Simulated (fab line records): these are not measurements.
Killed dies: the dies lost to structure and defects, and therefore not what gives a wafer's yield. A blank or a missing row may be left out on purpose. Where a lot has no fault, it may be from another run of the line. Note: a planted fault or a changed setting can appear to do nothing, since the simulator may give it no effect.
fab line records | flow sky130
[record] lots = 5 | wafers = 15 | last-day = 50
route steps=708 shown PAD_OPEN@701
lots with no fault: from the same line, run without faults
start-h: the number of hours between the record's first day and the start of the first shown wafer of the lot | wait-h: hours elapsed since this lot's preceding step | " repeats the value in the row above | L1.1+2: a single row standing in for several wafers | - no value, or no start was given | * or withheld: withheld | < > ~ a bound
route shown NAME@n: names a module that has steps shown in the file, with the first one's number in the route | usual: average and standard deviation across the fault-free wafers | same: alike in all rows | chamber/n: place in a boat | sites: each site's reading | _std_site: how widely they spread, as a standard deviation | _edge_site: mean of outer sites minus mean of inner sites | radius-mm: how far each site lies from the wafer's centre | mask NAME#n: copy n | behind: the tool/chamber that last shaped the wafer | hold: why the lot was held/for how many hours/how that ended | device: whichever transistor did not switch (one of n, p or np) | end of line: tests run on the same wafers once the route is complete | for a step that has no rows: nothing shown but its recipe | killed: dies that structure and defects cost at the first sort, which is not the same as the wafer's yield | map: per-die view of a wafer (x killed, . not killed, _ where there is no die)
set.NAME: the setting the step ran with; set.NAME@STEP: the setting that earlier step ran with | model.NAME: the simulator's own value behind a step, which no gauge read
lots at some steps of the route; a table a step, a row a wafer
services: a tool's chamber out of use, with start hour (start-h, from the record's first day; less than 0 if before it), hours out, and reason
[[steps]]
[step SKY_PAD_OPEN_ETCH_07]
[recipe] chemistry = CF4/O2 | target-depth-nm = 725 | stop-on = AlCu | source-w = 800 | bias-w = 150 | pressure-mtorr = 150 | cf4-flow-sccm = 80 | O2_flow_sccm = 10 | time-s = 161.1
[usual] O2_flow_sccm = 9.998/0.025 | drypump-motor-current-A = 5.97/0.28 | oes-product-au = 0.979/0.0063 | throttle-valve-pct = 5.965/0.0083
[same] time-s = 161.1
lot.wafer | tool        | chamber | start-h | wait-h | O2_flow_sccm | drypump-motor-current-A | oes-product-au | rf-hours-counter-h | throttle-valve-pct
L083.1    | rie-diel-03 | 1       | 1124.60 | -      | 9.997        | 5.57                    | 0.976          | 22                 | 5.967
L083.5    | "           | 0       | "       | "      | 10.006       | 6.42                    | 0.986          | -                  | 5.965
L083.6    | "           | 3       | "       | "      | 10.010       | 6.18                    | 0.980          | -                  | 5.969
L090.3    | rie-diel-02 | 3       | 1159.65 | -      | 9.986        | 5.94                    | 0.968          | 26                 | 5.967
L090.5    | "           | 1       | "       | "      | 10.003       | 6.28                    | 0.985          | -                  | 5.974
L090.6    | "           | 0       | "       | "      | 10.000       | 5.71                    | 0.991          | -                  | 5.971
L091.1    | rie-diel-02 | 0       | 1170.03 | -      | 10.028       | 5.74                    | 0.974          | 11                 | 5.953
L091.3    | "           | 1       | "       | "      | 10.022       | 6.25                    | 0.957          | 20                 | 5.962
L091.5    | "           | 0       | "       | "      | 10.025       | 5.73                    | 0.982          | -                  | 5.973
L093.2    | rie-diel-02 | 1       | 1179.24 | -      | 10.026       | 6.24                    | 0.986          | 20                 | 5.961
L093.3    | "           | 2       | "       | "      | 10.017       | 5.96                    | 0.972          | 18                 | 5.972
L093.4    | "           | 0       | "       | "      | 9.997        | 5.71                    | 0.985          | 11                 | 5.977
L097.1    | rie-diel-02 | 0       | 1192.49 | -      | 10.005       | 5.76                    | 0.982          | 12                 | 5.956
L097.3    | "           | 1       | "       | "      | 9.999        | 6.28                    | 0.971          | 21                 | 5.969
L097.6    | "           | 1       | "       | "      | 10.003       | 6.27                    | 0.971          | -                  | 5.979
[step SKY_PAD_OPEN_STRIP_08]
[recipe] chemistry = O2/N2 | power-w = 1400 | pressure-mtorr = 1500 | platen-temp-c = withheld | overash-fraction = 0.7 | o2-flow-sccm = 3000 | n2-flow-sccm = 300
[usual] drypump-motor-current-A = 5.8/0.46 | oes-product-au = 0.663/0.0043 | strip-time-to-endpoint-s = 37.06/0.12
lot.wafer | tool            | chamber | start-h | wait-h | drypump-motor-current-A | oes-product-au | rf-hours-counter-h | strip-time-to-endpoint-s
L083.1    | plasma-asher-03 | 1       | 1124.71 | 0.1    | 5.5                     | 0.665          | 6                  | 37.04
L083.5    | "               | 1       | "       | "      | 5.5                     | 0.659          | -                  | 37.12
L083.6    | "               | 0       | "       | "      | 6.7                     | 0.658          | -                  | 37.03
L090.3    | plasma-asher-01 | 1       | 1159.79 | 0.1    | 5.6                     | 0.663          | -                  | 36.88
L090.5    | "               | 0       | "       | "      | 5.2                     | 0.668          | -                  | 36.90
L090.6    | "               | 1       | "       | "      | 5.6                     | 0.665          | -                  | 36.99
L091.1    | plasma-asher-03 | 0       | 1170.14 | 0.1    | 6.7                     | 0.665          | 10                 | 37.07
L091.3    | "               | 0       | "       | "      | 6.7                     | 0.668          | -                  | 37.01
L091.5    | "               | 0       | "       | "      | 6.7                     | 0.663          | -                  | 37.06
L093.2    | plasma-asher-04 | 0       | 1179.34 | 0.1    | 5.9                     | 0.657          | 43                 | 37.20
L093.3    | "               | 1       | "       | "      | 6.2                     | 0.656          | -                  | 37.11
L093.4    | "               | 0       | "       | "      | 5.9                     | 0.659          | -                  | 37.19
L097.1    | plasma-asher-04 | 0       | 1192.59 | 0.1    | 5.9                     | 0.664          | 45                 | 37.23
L097.3    | "               | 0       | "       | "      | 5.9                     | 0.662          | -                  | 37.10
L097.6    | "               | 1       | "       | "      | 6.2                     | 0.666          | -                  | 37.15
[step SKY_PAD_OPEN_STRIP_09]
[recipe] chemistry = post-etch-residue-remover | time-s = 1200 | temp-c = 72.5
[same] time-s = 1200
lot.wafer  | tool         | chamber | start-h | wait-h
L083.1+5+6 | wet-bench-02 | 0       | 1124.81 | 0.1
L090.3+5+6 | wet-bench-02 | 2       | 1159.91 | 0.1
L091.1+3+5 | wet-bench-02 | 3       | 1170.24 | 0.1
L093.2+3+4 | wet-bench-03 | 3       | 1179.45 | 0.1
L097.1+3+6 | wet-bench-03 | 2       | 1192.69 | 0.1
[step SKY_PAD_OPEN_CLEAN_10]
[recipe] chemistry = IPA | time-s = 180 | temp-c = 25
[same] time-s = 180
lot.wafer  | tool         | chamber | start-h | wait-h
L083.1+5+6 | wet-bench-01 | 2       | 1125.15 | 0.0
L090.3+5+6 | wet-bench-02 | 0       | 1160.25 | 0.0
L091.1+3+5 | wet-bench-02 | 2       | 1170.58 | 0.0
L093.2+3+4 | wet-bench-03 | 0       | 1179.88 | 0.1
L097.1+3+6 | wet-bench-02 | 3       | 1193.04 | 0.0
[step SKY_PAD_OPEN_CLEAN_11]
[recipe] chemistry = O3/DIW | dry = n2-spin
lot.wafer  | tool         | chamber | start-h | wait-h
L083.1+5+6 | wet-bench-02 | 3       | 1125.21 | 0.0
L090.3+5+6 | wet-bench-03 | 3       | 1160.31 | 0.0
L091.1+3+5 | wet-bench-02 | 1       | 1170.64 | 0.0
L093.2+3+4 | wet-bench-02 | 2       | 1180.01 | 0.1
L097.1+3+6 | wet-bench-03 | 2       | 1193.09 | 0.0
[step SKY_PAD_OPEN_ANNEAL_12]
[recipe] temp-c = 400 | time-s = withheld | ambient = N2/H2 | idle-temp-c = 300 | ramp-up-c-per-min = 8 | ramp-down-c-per-min = 4
lot.wafer  | tool       | chamber | start-h | wait-h
L083.1+5+6 | furnace-01 | 0       | 1125.31 | 0.0
L090.3+5+6 | furnace-02 | 0       | 1160.41 | 0.0
L091.1+3+5 | furnace-01 | 0       | 1170.73 | 0.0
L093.2+3+4 | furnace-01 | 0       | 1180.10 | 0.0
L097.1+3+6 | furnace-01 | 0       | 1193.19 | 0.0
[step SKY_PAD_OPEN_BOW_MEAS_13]
[recipe] mode = bow
[usual] PAD_OPEN_BOW = 46/8.5
lot.wafer | tool          | chamber | start-h | wait-h | PAD_OPEN_BOW[um]
L083.1    | film-metro-02 | -       | 1126.81 | -      | 44
L083.5    | "             | -       | "       | "      | 45
L083.6    | "             | -       | "       | "      | 48
L090.3    | film-metro-04 | -       | 1161.95 | -      | 38
L090.5    | "             | -       | "       | "      | 57
L090.6    | "             | -       | "       | "      | 44
L091.1    | film-metro-01 | -       | 1172.23 | -      | 51
L091.3    | "             | -       | "       | "      | 46
L091.5    | "             | -       | "       | "      | 46
L093.2    | film-metro-02 | -       | 1181.62 | -      | 53
L093.3    | "             | -       | "       | "      | 46
L093.4    | "             | -       | "       | "      | 39
L097.1    | film-metro-04 | -       | 1194.69 | -      | 26
L097.3    | "             | -       | "       | "      | 48
L097.6    | "             | -       | "       | "      | 22
[[services]]
tool         | chamber | start-h | hours | kind
furnace-01   | -       | 1133.18 | 2.9   | pm
rie-diel-02  | 0       | 1135.51 | 2.5   | repair
furnace-01   | -       | 1164.00 | 2.9   | pm
rie-diel-02  | 3       | 1164.33 | 5.7   | repair
furnace-02   | -       | 1166.86 | 4.2   | pm
rie-diel-03  | 1       | 1179.54 | 2.8   | repair
wet-bench-03 | -       | 1181.14 | 1.1   | repair
rie-diel-02  | 2       | 1189.69 | 4.1   | repair
[[key]]
fault none
